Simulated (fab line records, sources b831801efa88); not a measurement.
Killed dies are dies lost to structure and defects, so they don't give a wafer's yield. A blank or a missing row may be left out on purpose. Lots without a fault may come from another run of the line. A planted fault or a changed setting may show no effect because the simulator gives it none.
Chamber matching | flow gf180mcu | GF_V5_ETCH_16 on rie_diel-01: 4 sister chambers
The step etches BARC in N2/H2. 8 wafers are shown with their chamber, then 7 later ones without.

WAFERS WITH THEIR CHAMBER
wafer  | chamber | drypump_motor_current_A (A) | throttle_valve_pct (%)
L513.5 | 2       | 5.0                         | 13.221
L514.1 | 1       | 5.5                         | 13.230
L517.3 | 1       | 5.5                         | 13.228
L518.2 | 2       | 5.0                         | 13.227
L518.3 | 0       | 5.7                         | 13.225
L518.4 | 3       | 5.5                         | 13.246
L519.1 | 0       | 5.7                         | 13.226
L519.3 | 3       | 5.6                         | 13.223

WAFERS WITHOUT THEIR CHAMBER
wafer  | drypump_motor_current_A (A) | throttle_valve_pct (%)
L519.4 | 5.5                         | 13.236
L520.1 | 5.0                         | 13.227
L520.4 | 5.6                         | 13.232
L520.5 | 5.6                         | 13.211
L522.1 | 5.7                         | 13.225
L522.2 | 5.0                         | 13.230
L522.3 | 5.6                         | 13.230

WHICH CHAMBER EACH WENT THROUGH
wafer  | from the rows above          | in truth
L519.4 | can't be placed: 1 or 3      | 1
L520.1 | 2                            | 2
L520.4 | can't be placed: 3 or 1 or 0 | 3
L520.5 | can't be placed: 3 or 0 or 1 | 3
L522.1 | 0                            | 0
L522.2 | 2                            | 2
L522.3 | can't be placed: 3 or 1 or 0 | 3
Placed correctly: 3 of 7. Can't be placed from these rows: 4 (the true chamber is among the candidates in 4). Placed wrongly: 0.
How it was worked out, from the rows above alone: a wafer's distance from a chamber is the root of the sum, over the readings, of the square of ((its reading less the chamber's mean) divided by the reading's scatter). The wafer belongs to the nearest chamber; if the next one is less than 2 further off, it can't be placed. A chamber's mean is the mean of its shown wafers. The scatter: the root of (the sum of the squares of (reading less its chamber's mean) over the shown wafers, divided by (wafers less chambers)).
